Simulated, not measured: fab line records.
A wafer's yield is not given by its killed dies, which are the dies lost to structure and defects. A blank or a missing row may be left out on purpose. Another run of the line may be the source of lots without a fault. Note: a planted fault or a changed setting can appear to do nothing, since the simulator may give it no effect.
8D (eight disciplines) problem report, filled in by code :: flow sky130 :: the parts of the form that need people (team, actions taken, sign-off) are left out

## 1. WHAT IS WRONG
Across 9 wafers from 3 lots, LI_CONTACT_HDPCVD_THK at SKY_LI_CONTACT_THK_MEAS_01 averages 762 nm, while fault-free wafers read 924 nm with a standard deviation of 11. Measured from the usual mean, that is -15 standard deviations.
Earliest sighting: wafer L338.2 on film metro-02 at day 32 06:35. At this step, 39 wafers from 13 lots have a number in the record. The rule behind "out" and "out of limits": a value lying over 4 standard deviations away from the usual mean. All remaining wafers that have a number are taken as sound.

## 2. WHAT IT IS AND WHAT IT IS NOT
question: which readings at this step
is: LI_CONTACT_HDPCVD_THK
is not: -

question: which lots
is: L337, L338, L339
is not: L326, L328, L329, L330, L332, L334, L335, L341, L346, L347

question: which wafers of those lots
is: all that have a number
is not: -

question: read on which gauges
is: film metro-02, film metro-04
is not: film metro-03

question: when
is: from day 32 06:35
is not: up to then (21 sound wafers); but 9 sound wafers of L341, L346, L347 came after

## 3. WHAT RULES OUT EACH SUSPECT
Counting: any tool at a process step up to the reading is kept as a suspect provided that every lot that is out went through it and no sound lot did after the first of them.
- the gauge at SKY_LI_CONTACT_THK_MEAS_01: ruled out. 2 gauges (film metro-02, film metro-04) read the wafers that are out.
- hdpcvd-02 at SKY_LI_CONTACT_HDPCVD_00 (deposits PSG, target thk 930 nm, time 155 s): kept. It ran every lot that is out, first L338 (day 32 06:28), and no sound lot after that; its last sound lot up to then is L335 (day 31 19:57).
After counting, what remains is hdpcvd-02 at SKY_LI_CONTACT_HDPCVD_00.

## 4. THE CAUSE (what the simulator had put in)
Site profile drift: hdpcvd-02, from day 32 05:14 on, at SKY_LI_CONTACT_HDPCVD_00. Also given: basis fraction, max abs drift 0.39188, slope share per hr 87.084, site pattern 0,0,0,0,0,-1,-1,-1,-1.
After counting, this tool was the only one left.

## 5. THE EFFECT CHAIN, in route order
Each row: a reading whose mean over the struck wafers that have a number lies more than 3 standard deviations from the usual. Only readings for which the record gives a usual standard deviation are gone through. hours: the time from each lot's start at the first step in this table that gives one to its start at this step, as a median over the lots. sigmas: the change in usual standard deviations.
hours: 0
step: SKY_LI_CONTACT_THK_MEAS_01
reading: LI_CONTACT_HDPCVD_THK
usual: 924 nm
on struck wafers: 762
change: -162
sigmas: -15

hours: 27
step: SKY_LI_CONTACT_ETCH_15
reading: oes product au
usual: 0.837 a.u.
on struck wafers: 0.715
change: -0.122
sigmas: -26

hours: 398
step: SKY_PAD_OPEN_PROBE_99
reading: killed at contacts
usual: 24
on struck wafers: 44
change: +20
sigmas: +3.6
The process steps in it:
- SKY_LI_CONTACT_ETCH_15: etches PSG in C4F8/O2/Ar, stops on Si, target depth 600 nm.
- SKY_PAD_OPEN_PROBE_99
Later measuring or inspecting steps at which every struck wafer that the step has a row for has a number for every such reading, and none has moved that far: SKY_LI_CONTACT_BOW_MEAS_03.

## 6. HOW IT WOULD HAVE BEEN CAUGHT EARLIER
In this record the first reading out of limits at a measuring or inspecting step was taken at day 32 06:35, 1 hour after the fault began at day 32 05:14.
Lots out: 3; of these, L337, L339 started SKY_LI_CONTACT_HDPCVD_00 on hdpcvd-02 after day 32 06:35. A hold on the tool at that time would have spared those 2.
